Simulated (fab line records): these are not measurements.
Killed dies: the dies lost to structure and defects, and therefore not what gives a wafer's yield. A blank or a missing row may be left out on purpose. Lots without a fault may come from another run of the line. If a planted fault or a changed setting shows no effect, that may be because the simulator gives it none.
Chamber matching | flow sky130 | rieDiel-04 running SKY_METAL4_ETCH_17: 4 sister chambers
The step etches SiO2 in C4F8/O2/Ar, stops on TiN, time 3.9 s, target depth 15 nm. 8 wafers are shown with their chamber, then 12 later ones without.

## WAFERS PAIRED WITH THEIR CHAMBERS
wafer  | chamber | oesProductAu (a.u.)
L090.1 | 1       | 0.744
L090.2 | 0       | 0.749
L090.4 | 3       | 0.760
L090.5 | 2       | 0.754
L090.6 | 3       | 0.748
L092.1 | 0       | 0.746
L092.3 | 1       | 0.761
L092.4 | 2       | 0.760

## WAFERS WHOSE CHAMBER IS MISSING
wafer  | oesProductAu (a.u.)
L093.2 | 0.749
L093.3 | 0.748
L093.4 | 0.758
L096.1 | 0.758
L096.2 | 0.747
L096.3 | 0.755
L096.4 | 0.761
L096.5 | 0.750
L096.6 | 0.753
L097.1 | 0.752
L097.4 | 0.751
L097.6 | 0.753

## THE CHAMBER EACH PASSED THROUGH
wafer  | from the rows above               | in truth
L093.2 | can't be placed: 0 or 1 or 3 or 2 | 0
L093.3 | can't be placed: 0 or 1 or 3 or 2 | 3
L093.4 | can't be placed: 2 or 3 or 1 or 0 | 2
L096.1 | can't be placed: 2 or 3 or 1 or 0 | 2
L096.2 | can't be placed: 0 or 1 or 3 or 2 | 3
L096.3 | can't be placed: 3 or 2 or 1 or 0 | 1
L096.4 | can't be placed: 2 or 3 or 1 or 0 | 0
L096.5 | can't be placed: 0 or 1 or 3 or 2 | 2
L096.6 | can't be placed: 1 or 3 or 2 or 0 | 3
L097.1 | can't be placed: 1 or 3 or 0 or 2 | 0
L097.4 | can't be placed: 1 or 3 or 0 or 2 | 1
L097.6 | can't be placed: 1 or 3 or 2 or 0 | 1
Correctly placed: 0 of 12. Unplaceable from these rows: 12, with the true chamber sitting among the candidates in 12. Number placed wrongly: 0.
How it was worked out, from the rows above alone: a wafer's distance from a chamber is the root of the sum, over the readings, of the square of ((its reading less the chamber's mean) divided by the reading's scatter). The wafer belongs to the nearest chamber; if the next one is less than 2 further off, it can't be placed. Each chamber's mean is taken over the wafers shown for it. The scatter: the root of (the sum of the squares of (reading less its chamber's mean) over the shown wafers, divided by (wafers less chambers)).
